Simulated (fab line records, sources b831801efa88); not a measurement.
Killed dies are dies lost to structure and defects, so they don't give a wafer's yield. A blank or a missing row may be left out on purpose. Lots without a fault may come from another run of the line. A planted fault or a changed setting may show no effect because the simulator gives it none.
Tool commonality check | flow sky130 | 10 lots, 30 wafers sampled

WHY IT WAS OPENED
At SKY_SD_N_TW_MEAS_12 the reading SD_N_TW is flagged on 3 of 10 lots. Wafers without a fault read 3986, standard deviation 51.
Rule: a lot is flagged when every wafer of it that has a number lies more than 4 standard deviations from that mean, or none has a number. The other lots count as sound.

lot  | measured     | on            | SD_N_TW, wafer by wafer | flag
L815 | day 30 03:41 | film_metro-03 | 3937 3928 3948          |
L819 | day 30 08:07 | film_metro-02 | 4065 4074 4054          |
L821 | day 30 20:58 | film_metro-03 | 3923 3928 3926          |
L822 | day 31 03:30 | film_metro-03 | 3972 3947 3975          |
L825 | day 31 22:16 | film_metro-01 | 4002 3973 3975          |
L827 | day 32 22:16 | film_metro-01 | 4010 4006 4019          |
L828 | day 33 13:27 | film_metro-03 | 3909 3911 3931          |
L833 | day 34 13:55 | film_metro-01 | 4267 4238 4314          | FLAGGED
L834 | day 35 02:25 | film_metro-03 | 4200 4220 4212          | FLAGGED
L835 | day 35 07:47 | film_metro-03 | 4230 4226 4217          | FLAGGED
The numbers of the flagged lots are 4236 on average: +250 against the usual, or +5 standard deviations.

WHICH TOOL RAN EACH LOT
The record holds 3 process steps before the reading, out of a route of 708 steps. In each cell: the tool, then ch and the chambers that the sampled wafers went through, then the start.
lot  | flag    | SKY_POLY_GATE_ETCH_17            | SKY_SD_N_IMPLANT_09             | SKY_SD_N_STRIP_11
L815 |         | rie_si-02 ch 1,2,3, day 18 14:53 | implanter-01 ch 0, day 30 03:02 | plasma_asher-03 ch 1, day 30 03:35
L819 |         | rie_si-01 ch 0,1,3, day 18 21:19 | implanter-01 ch 0, day 30 07:41 | plasma_asher-04 ch 0,1, day 30 07:58
L821 |         | rie_si-01 ch 1,2, day 19 13:31   | implanter-01 ch 0, day 30 20:35 | plasma_asher-03 ch 0,1, day 30 20:52
L822 |         | rie_si-02 ch 0,1,3, day 19 20:10 | implanter-03 ch 0, day 31 03:06 | plasma_asher-03 ch 0,1, day 31 03:24
L825 |         | rie_si-02 ch 0,2,3, day 20 20:10 | implanter-02 ch 0, day 31 21:53 | plasma_asher-04 ch 0,1, day 31 22:10
L827 |         | rie_si-02 ch 1,2,3, day 21 23:29 | implanter-02 ch 0, day 32 21:54 | plasma_asher-03 ch 0,1, day 32 22:11
L828 |         | rie_si-01 ch 0,1,2, day 22 15:17 | implanter-03 ch 0, day 33 13:03 | plasma_asher-01 ch 0,1, day 33 13:21
L833 | FLAGGED | rie_si-02 ch 0,3, day 23 20:28   | implanter-01 ch 0, day 34 13:32 | plasma_asher-03 ch 0,1, day 34 13:49
L834 | FLAGGED | rie_si-01 ch 1,2, day 24 10:02   | implanter-01 ch 0, day 35 02:02 | plasma_asher-04 ch 0,1, day 35 02:19
L835 | FLAGGED | rie_si-02 ch 0,1,3, day 24 12:22 | implanter-01 ch 0, day 35 07:23 | plasma_asher-03 ch 0,1, day 35 07:41
What these steps do:
- SKY_POLY_GATE_ETCH_17: etches poly-Si in HBr/Cl2, stops on SiO2, target depth 180 nm, time 70.5 s.
- SKY_SD_N_IMPLANT_09
- SKY_SD_N_STRIP_11: strips in O2/N2.
- SKY_SD_N_TW_MEAS_12

FLAGGED OVER TOTAL, TOOL BY TOOL (the gauges that took the reading come last)
step                  | tool            | lots run | flagged | share of the flagged lots | sound lots run after its first flagged lot
SKY_POLY_GATE_ETCH_17 | rie_si-01       | 4        | 1       | some                      | 0
SKY_POLY_GATE_ETCH_17 | rie_si-02       | 6        | 2       | some                      | 0
SKY_SD_N_IMPLANT_09   | implanter-01    | 6        | 3       | all                       | 0
SKY_SD_N_IMPLANT_09   | implanter-02    | 2        | 0       | none                      | -
SKY_SD_N_IMPLANT_09   | implanter-03    | 2        | 0       | none                      | -
SKY_SD_N_STRIP_11     | plasma_asher-01 | 1        | 0       | none                      | -
SKY_SD_N_STRIP_11     | plasma_asher-03 | 6        | 2       | some                      | 0
SKY_SD_N_STRIP_11     | plasma_asher-04 | 3        | 1       | some                      | 0
SKY_SD_N_TW_MEAS_12   | film_metro-01   | 3        | 1       | some                      | 0
SKY_SD_N_TW_MEAS_12   | film_metro-02   | 1        | 0       | none                      | -
SKY_SD_N_TW_MEAS_12   | film_metro-03   | 6        | 2       | some                      | 0

WHAT THE TABLE ALLOWS
1 row of the table ran every flagged lot: implanter-01 at SKY_SD_N_IMPLANT_09.
- implanter-01 at SKY_SD_N_IMPLANT_09: 3 of its 6 lots flagged. Its last sound lot is L821 (day 30 20:35), its first flagged lot L833 (day 34 13:32): a fault that began between those two fits. Its own readings lie more than 4 standard deviations out on every wafer of the flagged lots: beam_energy_keV.
One tool is left: implanter-01 at SKY_SD_N_IMPLANT_09.

WHAT THE SIMULATOR HAD PUT IN
Process parameter drift: implanter-01, from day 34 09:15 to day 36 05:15, at SKY_SD_N_IMPLANT_09. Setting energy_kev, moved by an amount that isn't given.
Lots struck among those shown: L833, L834, L835. The rule above found the same.
